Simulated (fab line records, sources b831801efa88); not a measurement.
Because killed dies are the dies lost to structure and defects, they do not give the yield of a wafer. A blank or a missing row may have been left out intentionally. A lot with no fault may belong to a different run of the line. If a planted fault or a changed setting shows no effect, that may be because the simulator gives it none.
Which of the tools did it? | flow gf180mcu | 12 lots, 36 wafers sampled, at 6 steps of a route of 602

== WHAT EACH GAUGE READ, for each wafer ==
GF_VT_IMPLANT_RS_MEAS_49: measurement is done with a four-point probe.
lot  | measured     | on            | MVPSD_RS (ohm/sq)
L825 | day 7 19:58  | film metro-02 | 1162 1166 1165
L826 | day 8 02:41  | film metro-01 | 1169 1165 1170
L828 | day 8 18:28  | film metro-02 | 1173 1173 1170
L829 | day 9 00:52  | film metro-02 | 1169 1171 1170
L830 | day 9 09:45  | film metro-01 | 1173 1174 1170
L831 | day 9 14:22  | film metro-02 | 1169 1167 1168
L834 | day 10 06:13 | film metro-01 | 1170 1170 1168
L835 | day 10 16:16 | film metro-02 | 1167 1169 1172
L837 | day 11 07:46 | film metro-02 | 1175 1171 1167
L841 | day 12 06:29 | film metro-02 | 1164 1163 1164
L844 | day 13 07:46 | film metro-01 | 1168 1165 1170
L847 | day 14 09:05 | film metro-02 | 1168 1170 1171

GF_POLY_GATE_THK_MEAS_01.
lot  | measured     | on            | POLY_GATE_CVD_00_THK (nm)
L825 | day 8 23:14  | film metro-01 | 198.3 196.8 196.6
L826 | day 9 03:25  | film metro-01 | 199.6 201.3 198.1
L828 | day 9 19:16  | film metro-01 | 200.5 201.3 199.2
L829 | day 10 00:11 | film metro-03 | 198.0 199.6 197.8
L830 | day 10 08:25 | film metro-02 | 200.8 201.5 203.2
L831 | day 10 12:58 | film metro-02 | 196.4 194.8 196.9
L834 | day 11 10:00 | film metro-02 | 200.3 199.2 199.2
L835 | day 11 16:53 | film metro-03 | 197.9 199.6 199.2
L837 | day 12 10:39 | film metro-03 | 200.9 200.4 199.1
L841 | day 13 08:44 | film metro-01 | 197.4 198.8 194.4
L844 | day 14 09:43 | film metro-02 | 201.7 201.0 201.5
L847 | day 15 10:50 | film metro-03 | 198.6 198.7 197.9

GF_HV_LDD_TW_MEAS_11.
lot  | measured     | on            | HV_LDD_TW
L825 | day 10 13:05 | film metro-01 | 2407 2401 2418
L826 | day 10 18:13 | film metro-04 | 2446 2423 2426
L828 | day 11 09:53 | film metro-04 | 2423 2424 2434
L829 | day 11 14:10 | film metro-01 | 2410 2426 2419
L830 | day 12 01:38 | film metro-02 | 2424 2413 2424
L831 | day 12 04:40 | film metro-01 | 2416 2405 2412
L834 | day 13 04:19 | film metro-04 | 1939 1942 1938
L835 | day 13 11:19 | film metro-01 | 2417 2414 2411
L837 | day 14 03:35 | film metro-04 | 1951 1962 1942
L841 | day 15 03:43 | film metro-01 | 2407 2413 2423
L844 | day 16 06:46 | film metro-02 | 2418 2396 2434
L847 | day 17 09:17 | film metro-01 | 2423 2433 2438

GF_HV_LDD_RS_MEAS_53: measurement is done with a four-point probe.
lot  | measured     | on            | HV_LDD_RS (ohm/sq)
L825 | day 12 22:56 | film metro-02 | 420.0 419.4 418.9
L826 | day 13 04:34 | film metro-02 | 417.9 418.0 418.9
L828 | day 13 22:05 | film metro-01 | 419.5 418.5 418.5
L829 | day 14 02:44 | film metro-01 | 419.3 419.7 418.9
L830 | day 14 15:07 | film metro-01 | 418.6 420.1 418.3
L831 | day 14 19:03 | film metro-02 | 419.0 418.7 419.6
L834 | day 15 20:26 | film metro-01 | 559.5 558.4 559.4
L835 | day 16 03:15 | film metro-02 | 418.5 418.7 418.7
L837 | day 16 21:46 | film metro-01 | 562.1 561.9 562.4
L841 | day 18 01:10 | film metro-04 | 421.1 420.0 420.2
L844 | day 19 05:08 | film metro-02 | 417.9 419.2 419.3
L847 | day 20 11:00 | film metro-01 | 416.8 416.9 417.5

== WHICH TOOL RAN EACH LOT (tool, then ch and the chambers of the sampled wafers, then the start) ==
lot  | GF_HV_LDD_IMPLANT_09            | GF_HV_LDD_STRIP_10
L825 | implanter-02 ch 0, day 10 12:52 | plasma asher-01 ch 0,1, day 10 12:59
L826 | implanter-03 ch 0, day 10 17:59 | plasma asher-02 ch 0,1, day 10 18:07
L828 | implanter-03 ch 0, day 11 09:38 | plasma asher-02 ch 0,1, day 11 09:47
L829 | implanter-01 ch 0, day 11 13:55 | plasma asher-03 ch 0, day 11 14:04
L830 | implanter-03 ch 0, day 12 01:24 | plasma asher-03 ch 0,1, day 12 01:31
L831 | implanter-01 ch 0, day 12 04:25 | plasma asher-02 ch 0, day 12 04:34
L834 | implanter-03 ch 0, day 13 04:04 | plasma asher-03 ch 0,1, day 13 04:13
L835 | implanter-02 ch 0, day 13 11:04 | plasma asher-01 ch 0,1, day 13 11:13
L837 | implanter-03 ch 0, day 14 03:22 | plasma asher-02 ch 0,1, day 14 03:29
L841 | implanter-02 ch 0, day 15 03:29 | plasma asher-03 ch 0,1, day 15 03:37
L844 | implanter-01 ch 0, day 16 06:31 | plasma asher-03 ch 0,1, day 16 06:40
L847 | implanter-02 ch 0, day 17 09:03 | plasma asher-02 ch 0,1, day 17 09:10
- GF_HV_LDD_IMPLANT_09
- GF_HV_LDD_STRIP_10: strips in O2/N2.

== WHAT THE TOOLS THEMSELVES READ (means of the sampled wafers that have a number; where no wafer has one, the mark that the record gives instead) ==
GF_HV_LDD_IMPLANT_09.
lot  | tool         | dose ions cm2 | faraday current uA
L825 | implanter-02 | 9.9987e+13    | 564
L826 | implanter-03 | 9.9967e+13    | 561
L828 | implanter-03 | 9.9947e+13    | 571
L829 | implanter-01 | 1.0006e+14    | 555
L830 | implanter-03 | 9.9917e+13    | 561
L831 | implanter-01 | 9.9953e+13    | 567
L834 | implanter-03 | 4.4743e+13    | 257
L835 | implanter-02 | 1.0007e+14    | 567
L837 | implanter-03 | 4.4753e+13    | 246
L841 | implanter-02 | 1.0015e+14    | 564
L844 | implanter-01 | 1.0002e+14    | 563
L847 | implanter-02 | 9.9920e+13    | 550

GF_HV_LDD_STRIP_10.
lot  | tool            | drypump motor current A (A) | heater power w (W) | oes product au (a.u.) | strip time to endpoint s (s)
L825 | plasma asher-01 | 5.86                        | 318                | 0.715                 | 12.61
L826 | plasma asher-02 | 5.97                        | 315                | 0.719                 | 12.63
L828 | plasma asher-02 | 5.95                        | 323                | 0.716                 | 12.66
L829 | plasma asher-03 | 5.78                        | 284                | 0.716                 | 12.66
L830 | plasma asher-03 | 5.80                        | 285                | 0.714                 | 12.70
L831 | plasma asher-02 | 6.46                        | 328                | 0.718                 | 12.66
L834 | plasma asher-03 | 5.83                        | 288                | 0.717                 | 12.68
L835 | plasma asher-01 | 5.95                        | 310                | 0.716                 | 12.64
L837 | plasma asher-02 | 5.95                        | 321                | 0.716                 | 12.65
L841 | plasma asher-03 | 5.84                        | 288                | 0.717                 | 12.64
L844 | plasma asher-03 | 5.84                        | 286                | 0.719                 | 12.64
L847 | plasma asher-02 | 6.23                        | 325                | 0.719                 | 12.56

== THE ANSWER, worked out from the rows above alone ==
Rule: the lots themselves supply what counts as usual. Put in order of their means at a reading, lots are off if they are a third of the lots or fewer, leave a main group of 4 or more, and stand apart from it by a gap of 3 or more times the standard deviation of the main group's means; of several such gaps the widest counts. The tables above print the reading to a certain number of digits; a main group whose means all agree to those digits is not used. Also off: a lot with no number at a reading for which 4 or more lots have one. The other lots that the step has rows for count as sound. First the gauges in route order, then the tools' own readings, where a lot's mean is used as printed above. At the first step where some lot is off, the reading lying furthest off is the one used; lots without a number count as furthest.
Off: L834, L837, seen at GF_HV_LDD_TW_MEAS_11 (HV_LDD_TW). Mean 2419 and standard deviation 7.8 in the main group.
If a tool, at a process step before that reading, ran all the lots that are off and no sound lot after the first of them, it fits. The gauges at GF_HV_LDD_TW_MEAS_11 aren't tried: what is off there is off at GF_HV_LDD_RS_MEAS_53 too, on other tools, and a gauge's error can't cause that. One fits: implanter-03 at GF_HV_LDD_IMPLANT_09. Its last sound lot is L830 (day 12 01:24), its first lot that is off L834 (day 13 04:04): a fault that began between those two fits.
The tool's own readings at GF_HV_LDD_IMPLANT_09 bear it out: on the lots that are off they differ by more than 5 times the standard deviation of the sound lots' means. dose ions cm2 reads 4.4748e+13 there against 9.9999e+13 on the sound lots; faraday current uA reads 252 there against 562 on the sound lots.

== WHAT THE SIMULATOR HAD PUT IN ==
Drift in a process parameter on implanter-03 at GF_HV_LDD_IMPLANT_09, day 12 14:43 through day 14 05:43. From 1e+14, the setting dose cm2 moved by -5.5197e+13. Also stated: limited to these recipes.
Shown lots that were struck: L834, L837. Same finding as the rule above.
